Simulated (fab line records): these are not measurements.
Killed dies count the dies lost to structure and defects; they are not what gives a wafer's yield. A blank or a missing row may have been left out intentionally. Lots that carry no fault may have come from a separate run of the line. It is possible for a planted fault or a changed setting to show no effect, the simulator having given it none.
Matching of chambers | flow sky130 | 4 sister chambers for SKY_VIA3_CMP_02 on cmp-02
The step polishes SiO2. 20 wafers are shown with their chamber, then 10 later ones without.

== WAFERS PAIRED WITH THEIR CHAMBERS ==
wafer  | chamber | motor-current-A (A)
L572.3 | 1       | 12.1
L572.4 | 0       | 11.6
L572.5 | 3       | 13.2
L574.1 | 2       | 12.0
L574.5 | 3       | 12.4
L574.6 | 2       | 12.3
L578.1 | 2       | 13.0
L578.4 | 1       | 11.8
L578.5 | 2       | 12.6
L582.1 | 1       | 13.1
L582.4 | 0       | 12.1
L582.6 | 3       | 12.9
L583.1 | 2       | 13.1
L583.2 | 1       | 12.2
L583.6 | 2       | 13.1
L589.1 | 1       | 12.4
L589.2 | 3       | 12.6
L589.4 | 0       | 13.1
L588.2 | 3       | 12.6
L588.3 | 1       | 12.2

SIGNATURES (means of the wafers above)
reading         | chamber 0 | chamber 1 | chamber 2 | chamber 3 | scatter within a chamber
motor-current-A | 12.267    | 12.300    | 12.683    | 12.740    | 0.473
Rule: for each reading, subtract the chamber's mean from the wafer's reading, divide by that reading's scatter and square the result; add these up over the readings and take the root, which gives the wafer's distance from the chamber. If the next closest chamber is less than 2 further off than the closest, the wafer can't be placed; otherwise it belongs to the closest. The scatter is the square root of a quotient: the sum, over the shown wafers, of each reading's squared deviation from its chamber's mean, divided by wafers minus chambers.

== WAFERS WHOSE CHAMBER IS MISSING ==
wafer  | motor-current-A (A)
L588.4 | 12.0
L592.3 | 12.3
L592.4 | 12.7
L592.6 | 12.4
L594.1 | 12.1
L594.2 | 13.3
L594.5 | 11.9
L595.1 | 13.1
L595.2 | 12.1
L595.4 | 12.3

== WHICH CHAMBER EACH ONE RAN IN ==
wafer  | from the rows above               | in truth
L588.4 | can't be placed: 0 or 1 or 2 or 3 | 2
L592.3 | can't be placed: 1 or 0 or 2 or 3 | 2
L592.4 | can't be placed: 2 or 3 or 1 or 0 | 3
L592.6 | can't be placed: 1 or 0 or 2 or 3 | 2
L594.1 | can't be placed: 0 or 1 or 2 or 3 | 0
L594.2 | can't be placed: 3 or 2 or 1 or 0 | 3
L594.5 | can't be placed: 0 or 1 or 2 or 3 | 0
L595.1 | can't be placed: 3 or 2 or 1 or 0 | 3
L595.2 | can't be placed: 0 or 1 or 2 or 3 | 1
L595.4 | can't be placed: 1 or 0 or 2 or 3 | 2
0 of 10 placed correctly. These rows do not allow placing 10 (true chamber among the candidates in 10). 0 placed wrongly.
